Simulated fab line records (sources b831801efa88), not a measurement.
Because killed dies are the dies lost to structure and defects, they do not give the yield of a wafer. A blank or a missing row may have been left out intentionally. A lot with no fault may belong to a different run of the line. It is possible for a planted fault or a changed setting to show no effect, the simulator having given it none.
Split-lot trial	flow sfq line	route with 325 steps; 5 lots, 23 wafers read

## THE SPLIT ITSELF
At SFQ_TRILAYER_M7_BARC_OPEN_METAL_ETCH_229 (etches BARC in O2, target depth 125 nm, time 41.7 s), the setting icp w was moved away from the recipe's 600 W on 7 of the 23 wafers read, by -12.0% to +10.9%. The other wafers ran this setting at the recipe's value.

The reading comes from the split's own step.

## THE READING
KrF_of_TRILAYER_M7_LITHO_COAT_177.thk nm (the simulator's own value, which no gauge read), in nm, at SFQ_TRILAYER_M7_BARC_OPEN_METAL_ETCH_229 (etches BARC in O2, target depth 125 nm, time 41.7 s). No usual value for it is given in the file. Average 522.6 nm, standard deviation 2.2 nm, over the 16 wafers here run with the recipe.

wafer	tool, chamber at the split	icp w as run, W	against the recipe	KrF_of_TRILAYER_M7_LITHO_COAT_177.thk nm, nm	against lot-mates on the recipe
L077.1	rie metal-03, 1	650.2	+8.4%	518.2	-1.1
L077.2	rie metal-03, 0	600	recipe	520	-
L077.3	rie metal-03, 0	600	recipe	520.8	-
L077.4	rie metal-03, 1	650.2	+8.4%	515.7	-3.6
L077.5	rie metal-03, 0	600	recipe	517	-
L078.1	rie metal-02, 0	600	recipe	520.9	-
L078.2	rie metal-02, 1	528.2	-12.0%	528	+6.5
L078.3	rie metal-02, 1	528.2	-12.0%	529	+7.5
L078.4	rie metal-02, 0	600	recipe	522	-
L078.6	rie metal-02, 0	528.2	-12.0%	526.1	+4.6
L079.1	rie metal-03, 1	600	recipe	523	-
L079.2	rie metal-03, 0	600	recipe	523.2	-
L079.3	rie metal-03, 0	600	recipe	524	-
L079.4	rie metal-03, 1	600	recipe	526	-
L079.6	rie metal-03, 1	600	recipe	525	-
L081.1	rie metal-01, 1	665.6	+10.9%	517.8	-6.7
L081.2	rie metal-01, 0	600	recipe	523.5	-
L081.4	rie metal-01, 0	665.6	+10.9%	517.3	-7.2
L081.5	rie metal-01, 0	600	recipe	524.4	-
L081.6	rie metal-01, 1	600	recipe	525.5	-
L085.3	rie metal-03, 0	600	recipe	522.4	-
L085.4	rie metal-03, 0	600	recipe	522.4	-
L085.6	rie metal-03, 0	600	recipe	522	-

THE FIT
A straight line over all 23 wafers: KrF_of_TRILAYER_M7_LITHO_COAT_177.thk nm changes by -0.479 nm for each +1% of icp w; r = -0.82; the points scatter about the line by 2.1 nm.
The same after taking each lot's own level away (the mean of its wafers on the recipe; 23 wafers): -0.513 nm for each +1%; r = -0.93; scatter 1.3 nm.
On that fit, the largest move of icp w shifts the reading by 6.1 nm.
Measured against the standard deviation above, the lots' own levels, which go from 519.27 to 524.47 nm, span 2.4 times it.
The two slopes are in agreement: the lot-to-lot level therefore moves the slope only a little.
Check: +6.11 nm against its lot-mates is what the line predicts for one of the wafers moved furthest among these (-12.0%) when that wafer is left out of the fit. It came out at +6.55 nm against them.
Tool readings at the split's step, against how far the setting was moved: oes product au r = +0.39.

## FURTHER SPLITS ON THESE WAFERS
Note: prior to the reading, these wafers also went through further splits. Each is held against what the fit with the lots' levels taken away leaves over:
other split on the same wafers	wafers away from the commonest value	r with KrF_of_TRILAYER_M7_LITHO_COAT_177.thk nm (lot level and that fit taken away)
SFQ_TRILAYER_I6_VIA_ETCH_VIA_ETCH_172 bias w	6	-0.10
SFQ_TRILAYER_M7_LITHO_COAT_182 resist thk nm	10	+0.06

## THE FILE'S OWN FIT
KrF_of_TRILAYER_M7_LITHO_COAT_177.thk nm changes by -0.511 nm for each +1% of icp w, r = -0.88.
